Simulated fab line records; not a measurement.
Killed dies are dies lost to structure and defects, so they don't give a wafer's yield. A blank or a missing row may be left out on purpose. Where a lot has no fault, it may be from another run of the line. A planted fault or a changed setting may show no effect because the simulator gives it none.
The same fault as seen by 2 desks ; flow gf180mcu ; every desk sees just its own numbers, and what lay behind them comes last

## TOOL OWNER'S DESK, hdpcvd-02
The tool's own readings at GF_V1_CVD_00 (deposits SiO2, target thk 600 nm, time 100 s): means of the sampled wafers that have a number, for each lot that ran on this tool. Any lot whose mean is over 4 standard deviations away from the usual mean is out of limits and marked OUT; that distance is given in the brackets.
Columns: A = pressure_mtorr at GF_V1_CVD_00, usual 6.001 mTorr; B = sih4_flow_sccm at GF_V1_CVD_00, usual 60.01 sccm
lot;first seen here;A;B
L638;day 17 02:05;6.001;60.10
L641;day 18 07:23;5.999;59.90
L645;day 19 19:14;6.006;59.91
L646;day 20 04:58;6.003;60.11
L650;day 21 19:38;5.999;60.00
L654;day 23 00:30;5.993;60.08
L656;day 23 17:55;5.991;30.04 (-99 or more) OUT
L657;day 23 23:17;6.016;29.99 (-99 or more) OUT
This desk finds L656, L657 out of limits, L656 being first, at day 23 17:55 (sih4_flow_sccm at GF_V1_CVD_00). Within limits: L638, L641, L645, L646, L650, L654.

## METROLOGY DESK
Lot by lot, what the gauges showed, no matter which tool ran the lot: averages of those sampled wafers that carry a number. Any lot whose mean is over 4 standard deviations away from the usual mean is out of limits and marked OUT; that distance is given in the brackets.
Columns: A = V1_CVD_00_THK at GF_V1_THK_MEAS_01, usual 601 nm; B = V1_BOW at GF_V1_BOW_MEAS_05, usual 83 um; C = V1_OVL at GF_V1_OVL_MEAS_15, usual -2 nm
lot;first seen here;A;B;C
L638;day 17 02:10;600;84;-3
L640;day 17 19:14;596;78;7
L641;day 18 07:29;602;81;-7
L642;day 18 15:13;596;82;-1
L643;day 19 01:39;604;92;-0
L644;day 19 08:39;586;87;2
L645;day 19 19:19;596;84;-2
L646;day 20 05:03;598;88;-4
L648;day 21 05:14;602;79;-8
L650;day 21 19:43;601;85;-0
L654;day 23 00:34;602;83;7
L656;day 23 17:59;317 (-38) OUT;72;-3
L657;day 23 23:22;302 (-40) OUT;61;-9
L661;day 25 09:30;600;87;5
Per this desk, out of limits: L656, L657; the first was L656, day 23 17:59 (V1_CVD_00_THK at GF_V1_THK_MEAS_01). Within limits: L638, L640, L641, L642, L643, L644, L645, L646, L648, L650, L654, L661.

## ALL TOGETHER
The tool owner's desk could have raised an alarm at day 23 17:55, on L656, L657.
On L656, L657, the metrology desk was in a position to raise an alarm at day 23 17:59.
GF_V1_CVD_00 was run on hdpcvd-02 by each of the lots named.

## WHAT THE SIMULATOR HAD PUT IN
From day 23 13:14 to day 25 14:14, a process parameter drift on hdpcvd-02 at GF_V1_CVD_00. Setting sih4_flow_sccm, moved by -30, from 60. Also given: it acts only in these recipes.
Shown lots that were struck: L656, L657.
Delay (hours) between the fault's onset and each desk's first out-of-limits reading: 5 at the tool owner's desk, 5 at the metrology desk.
